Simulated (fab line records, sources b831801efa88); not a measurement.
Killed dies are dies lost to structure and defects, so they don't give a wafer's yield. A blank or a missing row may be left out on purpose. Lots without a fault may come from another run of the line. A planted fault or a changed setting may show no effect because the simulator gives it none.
Tool commonality check | flow sky130 | 10 lots, 30 wafers sampled

WHY IT WAS OPENED
At SKY_LI_CONTACT_RS_MEAS_22 the reading LI_CONTACT_W_RS is flagged on 2 of 10 lots. Wafers without a fault read 0.286 ohm/sq, standard deviation 0.0052.
Rule: a lot is flagged when every wafer of it that has a number lies more than 4 standard deviations from that mean, or none has a number. The other lots count as sound.

lot  | measured     | on            | LI_CONTACT_W_RS (ohm/sq), wafer by wafer | flag
L283 | day 28 18:46 | film_metro-02 | 0.278 0.278 0.277                        |
L286 | day 30 07:34 | film_metro-02 | 0.288 0.293 0.293                        |
L288 | day 31 02:11 | film_metro-02 | 0.286 0.282 0.288                        |
L291 | day 32 00:52 | film_metro-04 | 0.282 0.291 0.285                        |
L293 | day 33 00:34 | film_metro-01 | 0.291 0.283 0.290                        |
L294 | day 33 02:59 | film_metro-04 | 0.261 0.258 0.263                        | FLAGGED
L295 | day 33 10:36 | film_metro-02 | 0.289 0.292 0.291                        |
L300 | day 34 22:06 | film_metro-02 | 0.262 0.262 0.260                        | FLAGGED
L304 | day 35 20:53 | film_metro-02 | 0.280 0.278 0.292                        |
L306 | day 36 13:34 | film_metro-02 | 0.275 0.278 0.290                        |
The numbers of the flagged lots are 0.261 ohm/sq on average: -0.025 ohm/sq against the usual, or -5 standard deviations.

WHICH TOOL RAN EACH LOT
The record holds 3 process steps before the reading, out of a route of 708 steps. In each cell: the tool, then ch and the chambers that the sampled wafers went through, then the start.
lot  | flag    | SKY_SD_N_STRIP_11                    | SKY_LI_CONTACT_SPUTTER_19    | SKY_LI_CONTACT_CVD_21
L283 |         | plasma_asher-02 ch 0,1, day 27 11:53 | pvd_sputter-01, day 28 18:30 | cvd_w-02 ch 1, day 28 18:38
L286 |         | plasma_asher-03 ch 0, day 29 01:10   | pvd_sputter-04, day 30 07:18 | cvd_w-01 ch 0,1, day 30 07:26
L288 |         | plasma_asher-03 ch 0,1, day 29 19:14 | pvd_sputter-01, day 31 01:55 | cvd_w-01 ch 0,1, day 31 02:03
L291 |         | plasma_asher-03 ch 0,1, day 30 19:08 | pvd_sputter-01, day 32 00:36 | cvd_w-01 ch 0,1, day 32 00:44
L293 |         | plasma_asher-01 ch 0,1, day 31 19:04 | pvd_sputter-04, day 33 00:16 | cvd_w-01 ch 0,1, day 33 00:26
L294 | FLAGGED | plasma_asher-03 ch 0,1, day 31 21:22 | pvd_sputter-03, day 33 02:43 | cvd_w-01 ch 0,1, day 33 02:51
L295 |         | plasma_asher-03 ch 0,1, day 32 05:25 | pvd_sputter-01, day 33 10:09 | cvd_w-02 ch 0, day 33 10:25
L300 | FLAGGED | plasma_asher-03 ch 0,1, day 33 17:47 | pvd_sputter-01, day 34 21:49 | cvd_w-01 ch 0,1, day 34 21:57
L304 |         | plasma_asher-03 ch 0,1, day 34 16:22 | pvd_sputter-04, day 35 20:35 | cvd_w-02 ch 0,1, day 35 20:46
L306 |         | plasma_asher-01 ch 0,1, day 35 08:58 | pvd_sputter-01, day 36 13:18 | cvd_w-02 ch 0,1, day 36 13:26
What these steps do:
- SKY_SD_N_STRIP_11: strips in O2/N2.
- SKY_LI_CONTACT_SPUTTER_19: material Ti, target thk 20 nm, time 106.37 s.
- SKY_LI_CONTACT_CVD_21: deposits W, target thk 400 nm, time 120.56 s.
- SKY_LI_CONTACT_RS_MEAS_22: measures by four-point-probe.

FLAGGED OVER TOTAL, TOOL BY TOOL (the gauges that took the reading come last)
step                      | tool            | lots run | flagged | share of the flagged lots | sound lots run after its first flagged lot
SKY_SD_N_STRIP_11         | plasma_asher-01 | 2        | 0       | none                      | -
SKY_SD_N_STRIP_11         | plasma_asher-02 | 1        | 0       | none                      | -
SKY_SD_N_STRIP_11         | plasma_asher-03 | 7        | 2       | all                       | 2 (L295,L304)
SKY_LI_CONTACT_SPUTTER_19 | pvd_sputter-01  | 6        | 1       | some                      | 1 (L306)
SKY_LI_CONTACT_SPUTTER_19 | pvd_sputter-03  | 1        | 1       | some                      | 0
SKY_LI_CONTACT_SPUTTER_19 | pvd_sputter-04  | 3        | 0       | none                      | -
SKY_LI_CONTACT_CVD_21     | cvd_w-01        | 6        | 2       | all                       | 0
SKY_LI_CONTACT_CVD_21     | cvd_w-02        | 4        | 0       | none                      | -
SKY_LI_CONTACT_RS_MEAS_22 | film_metro-01   | 1        | 0       | none                      | -
SKY_LI_CONTACT_RS_MEAS_22 | film_metro-02   | 7        | 1       | some                      | 2 (L304,L306)
SKY_LI_CONTACT_RS_MEAS_22 | film_metro-04   | 2        | 1       | some                      | 0

WHAT THE TABLE ALLOWS
2 rows of the table ran every flagged lot: plasma_asher-03 at SKY_SD_N_STRIP_11, cvd_w-01 at SKY_LI_CONTACT_CVD_21.
- plasma_asher-03 at SKY_SD_N_STRIP_11: 2 of its 7 lots flagged. Sound lots ran on it after the first flagged one (L295, L304), which a lasting fault on the whole tool wouldn't allow.
- cvd_w-01 at SKY_LI_CONTACT_CVD_21: 2 of its 6 lots flagged. Its last sound lot is L293 (day 33 00:26), its first flagged lot L294 (day 33 02:51): a fault that began between those two fits.
One tool is left: cvd_w-01 at SKY_LI_CONTACT_CVD_21.

WHAT THE SIMULATOR HAD PUT IN
Process parameter drift: cvd_w-01, from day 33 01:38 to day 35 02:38, at SKY_LI_CONTACT_CVD_21. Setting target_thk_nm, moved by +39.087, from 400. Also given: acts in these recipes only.
Lots struck among those shown: L294, L300. The rule above found the same.
